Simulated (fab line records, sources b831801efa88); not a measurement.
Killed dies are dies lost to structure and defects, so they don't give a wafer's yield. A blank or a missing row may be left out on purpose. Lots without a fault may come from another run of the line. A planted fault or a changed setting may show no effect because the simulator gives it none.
Problem report in the 8D (eight disciplines) form, filled by code | flow sfq_line | the parts of the form that need people (team, actions taken, sign-off) are left out

1. THE PROBLEM
exposure_dose_mJ_cm2 at SFQ_TRILAYER_M0_LITHO_EXPOSE_022 reads a mean of 10.542 on 12 wafers of 4 lots; wafers without a fault read 14.402 with a standard deviation of 0.014. That is -99 or more standard deviations from the usual mean.
The step: exposes mask M0, target cd 500 nm.
First seen on wafer L575.1, day 11 22:17, on krf_scanner-01. The record holds 45 wafers of 15 lots with a number at this step. Rule for "out", or "out of limits": more than 4 standard deviations from the usual mean. The other wafers with a number count as sound.

2. WHAT IT IS AND WHAT IT IS NOT
question                    | is                     | is not
which readings at this step | exposure_dose_mJ_cm2   | -
which lots                  | L575, L576, L577, L578 | L572, L573, L574, L585, L586, L587, L588, L589, L590, L591, L595
which wafers of those lots  | all that have a number | -
read on which tools         | krf_scanner-01         | krf_scanner-02
when                        | from day 11 22:17      | up to then (9 sound wafers); but 24 sound wafers of L585, L586, L587, L588, L589, L590, L591, L595 came after

3. SUSPECTS, AND WHAT RULES EACH OUT
Counting: a tool at a process step up to the reading stays a suspect if it ran every lot that is out and no sound lot after the first of them.
- krf_scanner-01 at SFQ_TRILAYER_M0_LITHO_EXPOSE_022 (exposes mask M0, target cd 500 nm): kept. It ran every lot that is out, first L575 (day 11 22:17), and no sound lot after that; its last sound lot up to then is L574 (day 11 13:17). Its own readings are out on those wafers: exposure_dose_mJ_cm2.
Left after counting: krf_scanner-01 at SFQ_TRILAYER_M0_LITHO_EXPOSE_022.

4. THE CAUSE (what the simulator had put in)
Process parameter drift: krf_scanner-01, from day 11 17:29 on, at SFQ_TRILAYER_M0_LITHO_EXPOSE_022. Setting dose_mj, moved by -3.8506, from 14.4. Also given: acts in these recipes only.
Counting left only this tool.

5. THE CHAIN OF EFFECTS, in route order
Each row: a reading whose mean over the struck wafers that have a number lies more than 3 standard deviations from the usual. Only readings for which the record gives a usual standard deviation are gone through. hours: the time from each lot's start at the first step in this table that gives one to its start at this step, as a median over the lots. sigmas: the change in usual standard deviations.
hours | step                             | reading              | usual  | on struck wafers | change | sigmas
0     | SFQ_TRILAYER_M0_LITHO_EXPOSE_022 | exposure_dose_mJ_cm2 | 14.402 | 10.542           | -3.860 | -99 or more
The process steps in it:
- SFQ_TRILAYER_M0_LITHO_EXPOSE_022: exposes mask M0, target cd 500 nm.

6. WHAT WOULD HAVE CAUGHT IT SOONER
In this record the first reading out of limits was taken at day 11 22:17, 5 hours after the fault began at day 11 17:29.
